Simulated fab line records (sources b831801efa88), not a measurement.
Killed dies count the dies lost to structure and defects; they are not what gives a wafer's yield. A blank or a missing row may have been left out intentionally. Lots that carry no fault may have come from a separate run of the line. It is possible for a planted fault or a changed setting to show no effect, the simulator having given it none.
Matching of chambers ; flow sky130 ; cmp-02 running SKY_FIELD_ISO_CMP_27: 4 sister chambers
The step polishes, stops on Si3N4, t overpolish 16 s, target thk 457.8 nm. 8 wafers are shown with their chamber, then 12 later ones without.

## WAFERS WITH THEIR CHAMBER
wafer;chamber;motor-current-A (A);time-to-endpoint-s (s)
L083.1;1;12.7;120
L086.4;0;14.0;108
L090.2;1;12.2;114
L090.3;3;12.5;116
L090.4;2;12.0;119
L091.1;0;12.8;114
L091.2;3;13.7;115
L091.5;2;11.5;116

## WAFERS WITH NO CHAMBER GIVEN
wafer;motor-current-A (A);time-to-endpoint-s (s)
L092.1;12.3;115
L092.4;13.0;122
L092.5;11.9;118
L094.1;12.7;120
L094.3;13.5;109
L094.4;12.1;120
L096.3;11.6;114
L096.4;12.2;116
L096.5;11.6;118
L097.1;13.2;121
L097.2;13.2;112
L097.5;12.8;113

## WHICH CHAMBER EACH WENT THROUGH
wafer;from the rows above;in truth
L092.1;can't be placed: 1 or 2 or 3 or 0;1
L092.4;can't be placed: 1 or 3 or 2 or 0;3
L092.5;can't be placed: 2 or 1 or 3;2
L094.1;can't be placed: 1 or 3 or 2 or 0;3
L094.3;can't be placed: 0 or 3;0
L094.4;can't be placed: 2 or 1 or 3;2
L096.3;can't be placed: 2 or 1 or 3 or 0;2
L096.4;can't be placed: 1 or 2 or 3 or 0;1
L096.5;can't be placed: 2 or 1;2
L097.1;can't be placed: 1 or 3 or 2 or 0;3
L097.2;can't be placed: 0 or 3 or 1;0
L097.5;can't be placed: 3 or 0 or 1 or 2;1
Correctly placed: 0 of 12. From these rows, 12 cannot be placed; in 12 the true chamber is one of the candidates. Wrongly placed: 0.
How it was worked out, from the rows above alone: a wafer's distance from a chamber is the root of the sum, over the readings, of the square of ((its reading less the chamber's mean) divided by the reading's scatter). If the next closest chamber is less than 2 further off than the closest, the wafer can't be placed; otherwise it belongs to the closest. For every chamber, the mean is computed from those of its wafers that are shown. How the scatter is found: for the shown wafers, subtract from each reading the mean of its chamber, square and add these, divide the total by (wafers less chambers), then take the root.
